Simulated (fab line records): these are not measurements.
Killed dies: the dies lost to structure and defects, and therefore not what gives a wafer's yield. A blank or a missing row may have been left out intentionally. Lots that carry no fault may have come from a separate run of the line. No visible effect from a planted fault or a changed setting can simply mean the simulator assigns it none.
fab line records	flow sky130	part 1 of 2: steps 1 to 31 of 45
record: lots: 5	wafers: 15	last_day: 50
route steps=708 shown SONOS_ONO@179 GATE_OXIDE@187 POLY_GATE@204 RES_PROTECT@206
lots that met no fault: taken from a fault-free run of the same line
start_h: hours from the record's first day to the start of the lot's first wafer shown	wait_h: time in hours since the lot's previous step	" as in the row above	L1.1+2: a row that stands for several wafers	- no value, or no start was given	* or withheld: withheld	< > ~ a bound
route shown NAME@n: NAME is a module with steps in the file, n the number in the route of the first one	usual: average and standard deviation across the fault-free wafers	same: alike in all rows	chamber/n: place in a boat	sites: the reading at each site	_std_site: the values' standard deviation	_edge_site: mean of outer sites minus mean of inner sites	radius_mm: for every site, how far away it sits from the centre of the wafer	mask NAME#n: copy n	behind: tool/chamber where the wafer was last shaped	hold: why the lot was held/for how many hours/how that ended	device: the n, p or np transistor that did not switch	end of line: at the end of the route, the tests of the same wafers	where a step has no rows: the recipe by itself	killed: dies that structure and defects cost at the first sort, which is not the same as the wafer's yield	map: shows each die of a wafer: x if killed, . if not, _ if none is there
set.NAME: the setting the step ran with; set.NAME@STEP: the setting that earlier step ran with	model.NAME: the simulator's own value behind a step, which no gauge read
lots at some steps of the route; a table a step, a row a wafer
services: from which hour (start_h, from the record's first day; less than 0 if before it) a tool's chamber was out of use, for how many hours, and why
== steps ==
step: SKY_SONOS_ONO_PEB_11
recipe: temp_c: withheld	time_s: *	resist: NOVOLAK
lot.wafer	tool	chamber	start_h	wait_h
L075.1+2+5	litho_track-04	0	-	-
L080.1+3+4	litho_track-04	0	-	-
L090.2+4+6	litho_track-01	0	-	-
L092.2+3+5	litho_track-02	0	-	-
L094.1+3+4	litho_track-01	0	-	-
step: SKY_SONOS_ONO_DEVELOP_12
recipe: develop_time_s: 60	dev_temp_c: 23
lot.wafer	tool	chamber	start_h	wait_h
L075.1+2+5	litho_track-04	0	285.91	0.1
L080.1+3+4	litho_track-04	0	329.86	0.1
L090.2+4+6	litho_track-01	0	411.81	0.1
L092.2+3+5	litho_track-02	0	427.32	0.1
L094.1+3+4	litho_track-01	0	443.63	0.1
step: SKY_SONOS_ONO_CD_MEAS_13
recipe: target_cd_nm: 410
usual: cd_nm: 410.5/2.5
lot.wafer	tool	chamber	start_h	wait_h	cd_nm
L075.1	cd_sem-02	-	286.06	0.1	409.8
L075.2	"	-	"	"	413.1
L075.5	"	-	"	"	409.7
L080.1	cd_sem-02	-	330.01	0.1	408.5
L080.3	"	-	"	"	408.2
L080.4	"	-	"	"	410.2
L090.2	cd_sem-01	-	411.95	0.1	411.3
L090.4	"	-	"	"	410.8
L090.6	"	-	"	"	409.9
L092.2	cd_sem-01	-	427.47	0.1	409.7
L092.3	"	-	"	"	410.1
L092.5	"	-	"	"	411.3
L094.1	cd_sem-02	-	443.78	0.1	410.8
L094.3	"	-	"	"	410.0
L094.4	"	-	"	"	411.0
step: SKY_SONOS_ONO_OVL_MEAS_14
usual: SONOS_ONO_OVL: 0.5/1.4
lot.wafer	tool	chamber	start_h	wait_h	SONOS_ONO_OVL[nm]
L075.1	overlay-01	-	286.18	0.1	-0.4
L075.2	"	-	"	"	0.6
L075.5	"	-	"	"	-1.2
L080.1	overlay-01	-	330.13	0.1	0.3
L080.3	"	-	"	"	0.9
L080.4	"	-	"	"	-0.6
L090.2	overlay-02	-	412.06	0.1	-0.2
L090.4	"	-	"	"	-0.7
L090.6	"	-	"	"	0.0
L092.2	overlay-02	-	427.58	0.1	0.3
L092.3	"	-	"	"	-1.3
L092.5	"	-	"	"	1.4
L094.1	overlay-01	-	443.90	0.1	-0.9
L094.3	"	-	"	"	-1.5
L094.4	"	-	"	"	-1.4
step: SKY_SONOS_ONO_ETCH_15
recipe: target_depth_nm: 19.52	chemistry: CHF3/O2	source_w: 600	bias_w: 200	pressure_mtorr: 40	chf3_flow_sccm: 50	O2_flow_sccm: 5	time_s: 7.8
usual: drypump_motor_current_A: 5.5/0.48	oes_product_au: 0.998/0.0092	throttle_valve_pct: 8.825/0.0087
lot.wafer	tool	chamber	start_h	wait_h	drypump_motor_current_A	oes_product_au	rf_hours_counter_h	throttle_valve_pct
L075.1	rie_diel-01	1	286.22	0.0	6.1	0.994	8	8.820
L075.2	"	3	"	"	4.8	0.978	8	8.835
L075.5	"	2	"	"	5.9	0.995	-	8.828
L080.1	rie_diel-01	1	330.17	0.0	6.1	1.006	8	8.841
L080.3	"	2	"	"	5.8	1.018	5	8.817
L080.4	"	0	"	"	6.0	1.003	75	8.833
L090.2	rie_diel-04	1	412.09	0.0	5.8	1.004	3	8.823
L090.4	"	0	"	"	5.1	1.016	100	8.831
L090.6	"	3	"	"	6.0	1.017	-	8.841
L092.2	rie_diel-01	1	427.61	0.0	6.1	1.007	10	8.825
L092.3	"	2	"	"	5.9	1.000	7	8.837
L092.5	"	0	"	"	6.0	1.000	-	8.828
L094.1	rie_diel-02	1	443.94	0.0	5.0	1.000	26	8.823
L094.3	"	2	"	"	6.0	0.994	21	8.824
L094.4	"	3	"	"	5.0	0.991	46	8.831
step: SKY_SONOS_ONO_WET_ETCH_16
recipe: chemistry: dHF	target_depth_nm: 14	dry: n2_spin	target: SiO2	dilution: 100:1	temp_c: 25	time_s: 280
lot.wafer	tool	chamber	start_h	wait_h
L075.1+2+5	wet_bench-04	0	286.24	0.0
L080.1+3+4	wet_bench-02	3	330.19	0.0
L090.2+4+6	wet_bench-04	1	412.11	0.0
L092.2+3+5	wet_bench-02	2	427.63	0.0
L094.1+3+4	wet_bench-02	1	443.96	0.0
step: SKY_SONOS_ONO_STRIP_17
recipe: chemistry: O2/N2	power_w: 1400	pressure_mtorr: 1500	platen_temp_c: withheld	o2_flow_sccm: 3000	n2_flow_sccm: 300	overash_fraction: 0.5
usual: drypump_motor_current_A: 5.5/0.32	oes_product_au: 0.710/0.005	strip_time_to_endpoint_s: 14.13/0.041
lot.wafer	tool	chamber	start_h	wait_h	drypump_motor_current_A	oes_product_au	rf_hours_counter_h	strip_time_to_endpoint_s
L075.1	plasma_asher-01	0	286.33	0.0	5.4	0.708	48	14.10
L075.2	"	1	"	"	4.9	0.713	48	14.18
L075.5	"	1	"	"	4.9	0.703	-	14.13
L080.1	plasma_asher-01	1	330.28	0.0	4.8	0.705	52	14.14
L080.3	"	1	"	"	4.9	0.707	-	14.12
L080.4	"	0	"	"	5.4	0.716	-	14.09
L090.2	plasma_asher-03	1	412.21	0.0	5.7	0.710	28	14.07
L090.4	"	0	"	"	5.6	0.708	-	14.09
L090.6	"	1	"	"	5.7	0.713	-	14.10
L092.2	plasma_asher-03	0	427.71	0.0	5.6	0.710	30	14.10
L092.3	"	0	"	"	5.6	0.708	-	14.08
L092.5	"	0	"	"	5.6	0.706	-	14.08
L094.1	plasma_asher-03	1	444.05	0.0	5.7	0.711	31	14.12
L094.3	"	1	"	"	5.7	0.705	-	14.08
L094.4	"	0	"	"	5.6	0.704	-	14.11
step: SKY_SONOS_ONO_WET_ETCH_18
recipe: chemistry: H3PO4	target_depth_nm: 15	target: Si3N4	temp_c: 160	time_s: 172
lot.wafer	tool	chamber	start_h	wait_h
L075.1+2+5	wet_bench-01	0	286.43	0.1
L080.1+3+4	wet_bench-01	2	330.38	0.1
L090.2+4+6	wet_bench-02	1	412.31	0.1
L092.2+3+5	wet_bench-04	0	427.81	0.1
L094.1+3+4	wet_bench-01	1	444.15	0.1
step: SKY_GATE_OXIDE_CLEAN_00
recipe: chemistry: SC1/SC2	mix: 1:4:20	temp_c: 70	time_s: 150	dry: n2_spin
lot.wafer	tool	chamber	start_h	wait_h
L075.1+2+5	wet_bench-04	2	286.48	0.0
L080.1+3+4	wet_bench-04	2	330.44	0.0
L090.2+4+6	wet_bench-02	2	412.37	0.0
L092.2+3+5	wet_bench-01	0	427.87	0.0
L094.1+3+4	wet_bench-04	2	444.21	0.0
step: SKY_GATE_OXIDE_OXIDATION_01
recipe: temp_c: 900	ambient: O2	stabilise_s: 600	purge_s: 300	target_thk_a: 102.68	ox_time_s: 1473
usual: zone_power_lower_pct: 16.5/0.75	zone_power_top_pct: 35.5/1.8
lot.wafer	tool	chamber	start_h	wait_h	zone_power_lower_pct	zone_power_top_pct
L075.1	furnace-01	0	287.69	1.2	17.0	37.0
L075.2	"	0	"	"	17.3	37.0
L075.5	"	0	"	"	17.0	37.1
L080.1	furnace-02	0	333.74	3.2	16.2	33.2
L080.3	"	0	"	"	16.0	33.7
L080.4	"	0	"	"	15.8	33.7
L090.2	furnace-01	0	412.85	0.4	17.2	37.0
L090.4	"	0	"	"	17.2	36.6
L090.6	"	0	"	"	17.0	36.8
L092.2	furnace-02	0	427.92	0.0	15.9	33.1
L092.3	"	0	"	"	15.5	33.3
L092.5	"	0	"	"	15.8	33.3
L094.1	furnace-02	0	444.26	0.0	15.8	33.2
L094.3	"	0	"	"	15.8	34.2
L094.4	"	0	"	"	15.6	33.5
step: SKY_GATE_OXIDE_THK_MEAS_02
recipe: reads: SiO2_of_GATE_OXIDE_OXIDATION_01
usual: GATE_OXIDE_OXIDATION_00_THK: 10.27/0.2
lot.wafer	tool	chamber	start_h	wait_h	GATE_OXIDE_OXIDATION_00_THK[nm]
L075.1	film_metro-01	-	289.10	0.0	10.28
L075.2	"	-	"	"	10.24
L075.5	"	-	"	"	10.16
L080.1	film_metro-04	-	335.15	0.0	10.26
L080.3	"	-	"	"	10.31
L080.4	"	-	"	"	10.37
L090.2	film_metro-02	-	414.27	0.0	10.14
L090.4	"	-	"	"	10.07
L090.6	"	-	"	"	9.92
L092.2	film_metro-04	-	429.34	0.0	9.93
L092.3	"	-	"	"	9.92
L092.5	"	-	"	"	10.03
L094.1	film_metro-04	-	445.67	0.0	10.39
L094.3	"	-	"	"	10.36
L094.4	"	-	"	"	10.32
step: SKY_GATE_OXIDE_DEHYDRATE_03
recipe: temp_c: 200	time_s: 60
lot.wafer	tool	chamber	start_h	wait_h
L075.1+2+5	litho_track-01	0	300.68	11.6
L080.1+3+4	litho_track-01	0	348.38	13.2
L090.2+4+6	litho_track-03	0	429.22	14.9
L092.2+3+5	litho_track-03	0	444.12	14.8
L094.1+3+4	litho_track-03	0	460.80	15.1
step: SKY_GATE_OXIDE_HMDS_04
recipe: prime_time_s: 60	prime_temp_c: 120
lot.wafer	tool	chamber	start_h	wait_h
L075.1+2+5	litho_track-01	0	300.83	0.1
L080.1+3+4	litho_track-01	0	348.53	0.1
L090.2+4+6	litho_track-03	0	429.37	0.1
L092.2+3+5	litho_track-03	0	444.27	0.1
L094.1+3+4	litho_track-03	0	460.95	0.1
step: SKY_GATE_OXIDE_COAT_05
recipe: resist: NOVOLAK	spin_rpm: 3000	resist_thk_nm: 1140
lot.wafer	tool	chamber	start_h	wait_h
L075.1+2+5	litho_track-01	0	300.98	0.1
L080.1+3+4	litho_track-01	0	348.68	0.1
L090.2+4+6	litho_track-03	0	429.52	0.1
L092.2+3+5	litho_track-03	0	444.42	0.1
L094.1+3+4	litho_track-03	0	461.10	0.1
step: SKY_GATE_OXIDE_SOFTBAKE_06
recipe: temp_c: 90	time_s: 60	resist: NOVOLAK
lot.wafer	tool	chamber	start_h	wait_h
L075.1+2+5	litho_track-01	0	301.13	0.1
L080.1+3+4	litho_track-01	0	348.83	0.1
L090.2+4+6	litho_track-03	0	429.67	0.1
L092.2+3+5	litho_track-03	0	444.57	0.1
L094.1+3+4	litho_track-03	0	461.25	0.1
step: SKY_GATE_OXIDE_EXPOSE_07
recipe: mask_id: LVOM	na: 0.6	source_shape: conventional	sigma_outer: 0.6	polarization: unpolarized	target_cd_nm: 600	dose_mj: 170
usual: reticle_temp_C: 23.00/0.096
lot.wafer	tool	chamber	start_h	wait_h	mask	reticle_temp_C
L075.1	iline_stepper-01	0	-	-	LVOM#0	22.92
L075.2	"	0	"	"	LVOM#0	22.86
L075.5	"	0	"	"	LVOM#0	23.03
L080.1	iline_stepper-02	0	-	-	LVOM#0	22.75
L080.3	"	0	"	"	LVOM#0	22.91
L080.4	"	0	"	"	LVOM#0	22.87
L090.2	iline_stepper-02	0	-	-	LVOM#0	22.99
L090.4	"	0	"	"	LVOM#0	22.90
L090.6	"	0	"	"	LVOM#0	23.03
L092.2	iline_stepper-01	0	-	-	LVOM#0	23.10
L092.3	"	0	"	"	LVOM#0	23.10
L092.5	"	0	"	"	LVOM#0	23.03
L094.1	iline_stepper-02	0	-	-	LVOM#0	23.05
L094.3	"	0	"	"	LVOM#0	22.93
L094.4	"	0	"	"	LVOM#0	23.02
step: SKY_GATE_OXIDE_PEB_08
recipe: temp_c: withheld	time_s: *	resist: NOVOLAK
lot.wafer	tool	chamber	start_h	wait_h
L075.1+2+5	litho_track-04	0	-	-
L080.1+3+4	litho_track-01	0	-	-
L090.2+4+6	litho_track-04	0	-	-
L092.2+3+5	litho_track-04	0	-	-
L094.1+3+4	litho_track-04	0	-	-
step: SKY_GATE_OXIDE_DEVELOP_09
recipe: resist: NOVOLAK	developer: TMAH	develop_time_s: 60	dev_temp_c: 23
lot.wafer	tool	chamber	start_h	wait_h
L075.1+2+5	litho_track-04	0	314.01	0.1
L080.1+3+4	litho_track-01	0	362.28	0.1
L090.2+4+6	litho_track-04	0	444.69	0.1
L092.2+3+5	litho_track-04	0	460.29	0.1
L094.1+3+4	litho_track-04	0	476.36	0.1
step: SKY_GATE_OXIDE_OVL_MEAS_10
usual: GATE_OXIDE_OVL: 0.4/1.6
lot.wafer	tool	chamber	start_h	wait_h	GATE_OXIDE_OVL[nm]
L075.1	overlay-01	-	314.16	0.1	2.3
L075.2	"	-	"	"	3.2
L075.5	"	-	"	"	1.1
L080.1	overlay-02	-	362.43	0.1	1.5
L080.3	"	-	"	"	1.3
L080.4	"	-	"	"	1.1
L090.2	overlay-02	-	444.82	0.1	-3.7
L090.4	"	-	"	"	-2.9
L090.6	"	-	"	"	-2.3
L092.2	overlay-02	-	460.42	0.1	1.6
L092.3	"	-	"	"	2.1
L092.5	"	-	"	"	-0.5
L094.1	overlay-02	-	476.51	0.1	0.5
L094.3	"	-	"	"	0.5
L094.4	"	-	"	"	0.4
step: SKY_GATE_OXIDE_IMPLANT_11
recipe: species: B	energy_kev: 10	dose_cm2: 2.6e+12	tilt_deg: withheld
same: implant_ion_amu: 11
lot.wafer	tool	chamber	start_h	wait_h
L075.1+2+5	implanter-03	0	314.20	0.0
L080.1+3+4	implanter-04	0	362.47	0.0
L090.2+4+6	implanter-03	0	444.88	0.0
L092.2+3+5	implanter-04	0	460.48	0.0
L094.1+3+4	implanter-04	0	476.55	0.0
step: SKY_GATE_OXIDE_WET_ETCH_12
recipe: chemistry: dHF	target_depth_nm: 16.8	dry: n2_spin	target: SiO2	dilution: 100:1	temp_c: 25	time_s: 336
lot.wafer	tool	chamber	start_h	wait_h
L075.1+2+5	wet_bench-02	3	314.35	0.1
L080.1+3+4	wet_bench-04	0	362.62	0.1
L090.2+4+6	wet_bench-04	3	445.00	0.1
L092.2+3+5	wet_bench-04	1	460.60	0.1
L094.1+3+4	wet_bench-02	1	476.70	0.1
step: SKY_GATE_OXIDE_STRIP_13
recipe: chemistry: O2/N2	power_w: 1400	pressure_mtorr: 1500	platen_temp_c: withheld	o2_flow_sccm: 3000	n2_flow_sccm: 300	overash_fraction: 0.5
usual: drypump_motor_current_A: 5.3/0.31	oes_product_au: 0.716/0.0046	strip_time_to_endpoint_s: 14.18/0.032
lot.wafer	tool	chamber	start_h	wait_h	drypump_motor_current_A	oes_product_au	rf_hours_counter_h	strip_time_to_endpoint_s
L075.1	plasma_asher-01	1	314.45	0.0	4.9	0.722	50	14.21
L075.2	"	0	"	"	5.4	0.711	50	14.23
L075.5	"	0	"	"	5.5	0.724	-	14.16
L080.1	plasma_asher-03	1	362.72	0.0	5.7	0.717	23	14.14
L080.3	"	1	"	"	5.7	0.710	-	14.17
L080.4	"	0	"	"	5.6	0.718	-	14.17
L090.2	plasma_asher-01	1	445.11	0.0	4.8	0.716	63	14.17
L090.4	"	1	"	"	4.9	0.719	-	14.21
L090.6	"	0	"	"	5.4	0.714	-	14.24
L092.2	plasma_asher-04	1	460.70	0.0	5.4	0.716	77	14.21
L092.3	"	0	"	"	5.1	0.711	-	14.22
L092.5	"	1	"	"	5.3	0.720	-	14.21
L094.1	plasma_asher-04	1	476.80	0.0	5.4	0.720	79	14.19
L094.3	"	1	"	"	5.4	0.714	-	14.23
L094.4	"	0	"	"	5.1	0.710	-	14.24
step: SKY_GATE_OXIDE_TW_MEAS_14
usual: GATE_OXIDE_TW: 225.6/1.1
lot.wafer	tool	chamber	start_h	wait_h	GATE_OXIDE_TW
L075.1	film_metro-01	-	314.55	0.1	224.3
L075.2	"	-	"	"	224.3
L075.5	"	-	"	"	224.5
L080.1	film_metro-02	-	362.82	0.1	226.3
L080.3	"	-	"	"	226.5
L080.4	"	-	"	"	225.5
L090.2	film_metro-01	-	445.22	0.1	224.4
L090.4	"	-	"	"	225.7
L090.6	"	-	"	"	225.6
L092.2	film_metro-01	-	460.81	0.1	227.3
L092.3	"	-	"	"	226.2
L092.5	"	-	"	"	227.9
L094.1	film_metro-04	-	476.90	0.1	226.4
L094.3	"	-	"	"	225.3
L094.4	"	-	"	"	225.5
step: SKY_GATE_OXIDE_CLEAN_15
recipe: chemistry: SC1/SC2	mix: 1:4:20	temp_c: 70	time_s: 150	dry: n2_spin
lot.wafer	tool	chamber	start_h	wait_h
L075.1+2+5	wet_bench-01	2	314.61	0.1
L080.1+3+4	wet_bench-01	3	362.88	0.1
L090.2+4+6	wet_bench-04	0	445.27	0.0
L092.2+3+5	wet_bench-01	3	460.86	0.0
L094.1+3+4	wet_bench-02	3	476.96	0.1
step: SKY_GATE_OXIDE_OXIDATION_16
recipe: temp_c: 800	ambient: O2	idle_temp_c: 700	ramp_up_c_per_min: 10	ramp_down_c_per_min: 3	stabilise_s: 600	purge_s: 300	target_thk_a: 35.7	ox_time_s: 1915
usual: zone_power_lower_pct: 12.7/0.56	zone_power_top_pct: 29.0/1.4
lot.wafer	tool	chamber	start_h	wait_h	zone_power_lower_pct	zone_power_top_pct
L075.1	furnace-01	0	315.02	0.4	13.4	30.5
L075.2	"	0	"	"	13.4	30.9
L075.5	"	0	"	"	13.5	31.0
L080.1	furnace-02	0	365.00	2.1	12.3	27.4
L080.3	"	0	"	"	12.2	27.6
L080.4	"	0	"	"	12.3	27.9
L090.2	furnace-01	0	445.33	0.0	13.6	30.9
L090.4	"	0	"	"	13.3	30.9
L090.6	"	0	"	"	13.6	30.9
L092.2	furnace-02	0	461.32	0.4	12.2	27.4
L092.3	"	0	"	"	12.5	28.2
L092.5	"	0	"	"	12.3	27.7
L094.1	furnace-02	0	477.45	0.4	12.3	28.0
L094.3	"	0	"	"	12.2	27.7
L094.4	"	0	"	"	12.3	27.9
step: SKY_POLY_GATE_CVD_00
recipe: material: poly-Si	target_thk_nm: 180	temp_c: 620	time_s: 720	pressure_mtorr: 200
usual: zone_power_lower_pct: 8.8/0.51	zone_power_top_pct: 22.3/2.5
lot.wafer	tool	chamber	start_h	wait_h	zone_power_lower_pct	zone_power_top_pct
L075.1	lpcvd-01	1	316.55	0.0	9.3	24.5
L075.2	"	1	"	"	9.4	24.7
L075.5	"	1	"	"	9.4	24.9
L080.1	lpcvd-01	0	366.53	0.0	8.4	19.7
L080.3	"	0	"	"	8.4	20.0
L080.4	"	0	"	"	8.4	19.9
L090.2	lpcvd-01	1	446.86	0.0	9.1	24.9
L090.4	"	1	"	"	9.3	25.2
L090.6	"	1	"	"	9.3	25.0
L092.2	lpcvd-01	0	462.85	0.0	8.3	19.9
L092.3	"	0	"	"	8.2	19.6
L092.5	"	0	"	"	8.5	19.9
L094.1	lpcvd-01	1	478.98	0.0	9.3	24.5
L094.3	"	1	"	"	9.3	24.7
L094.4	"	1	"	"	9.4	24.5
step: SKY_POLY_GATE_THK_MEAS_01
recipe: reads: poly-Si_of_POLY_GATE_CVD_00
usual: POLY_GATE_CVD_00_THK: 181.1/1.7
lot.wafer	tool	chamber	start_h	wait_h	POLY_GATE_CVD_00_THK[nm]
L075.1	film_metro-01	-	317.75	0.0	179.3
L075.2	"	-	"	"	179.1
L075.5	"	-	"	"	178.6
L080.1	film_metro-01	-	367.73	0.0	181.3
L080.3	"	-	"	"	181.8
L080.4	"	-	"	"	181.8
L090.2	film_metro-04	-	448.07	0.0	182.2
L090.4	"	-	"	"	180.8
L090.6	"	-	"	"	179.6
L092.2	film_metro-03	-	464.66	0.0	181.0
L092.3	"	-	"	"	181.1
L092.5	"	-	"	"	179.9
L094.1	film_metro-04	-	480.78	0.0	181.8
L094.3	"	-	"	"	182.2
L094.4	"	-	"	"	183.1
step: SKY_RES_PROTECT_DEHYDRATE_00
recipe: temp_c: 200	time_s: 60
lot.wafer	tool	chamber	start_h	wait_h
L075.1+2+5	litho_track-03	0	329.90	12.1
L080.1+3+4	litho_track-03	0	381.50	13.8
L090.2+4+6	litho_track-04	0	463.09	15.0
L092.2+3+5	litho_track-03	0	479.62	14.9
L094.1+3+4	litho_track-03	0	495.30	14.5
step: SKY_RES_PROTECT_HMDS_01
recipe: prime_time_s: 60	prime_temp_c: 120
lot.wafer	tool	chamber	start_h	wait_h
L075.1+2+5	litho_track-03	0	330.05	0.1
L080.1+3+4	litho_track-03	0	381.65	0.1
L090.2+4+6	litho_track-04	0	463.24	0.1
L092.2+3+5	litho_track-03	0	479.77	0.1
L094.1+3+4	litho_track-03	0	495.45	0.1
step: SKY_RES_PROTECT_COAT_02
recipe: resist: NOVOLAK	spin_rpm: 3000	resist_thk_nm: 1140
lot.wafer	tool	chamber	start_h	wait_h
L075.1+2+5	litho_track-03	0	330.20	0.1
L080.1+3+4	litho_track-03	0	381.80	0.1
L090.2+4+6	litho_track-04	0	463.39	0.1
L092.2+3+5	litho_track-03	0	479.92	0.1
L094.1+3+4	litho_track-03	0	495.60	0.1
step: SKY_RES_PROTECT_SOFTBAKE_03
recipe: temp_c: 90	time_s: 60	resist: NOVOLAK
lot.wafer	tool	chamber	start_h	wait_h
L075.1+2+5	litho_track-03	0	330.35	0.1
L080.1+3+4	litho_track-03	0	381.95	0.1
L090.2+4+6	litho_track-04	0	463.54	0.1
L092.2+3+5	litho_track-03	0	480.07	0.1
L094.1+3+4	litho_track-03	0	495.75	0.1
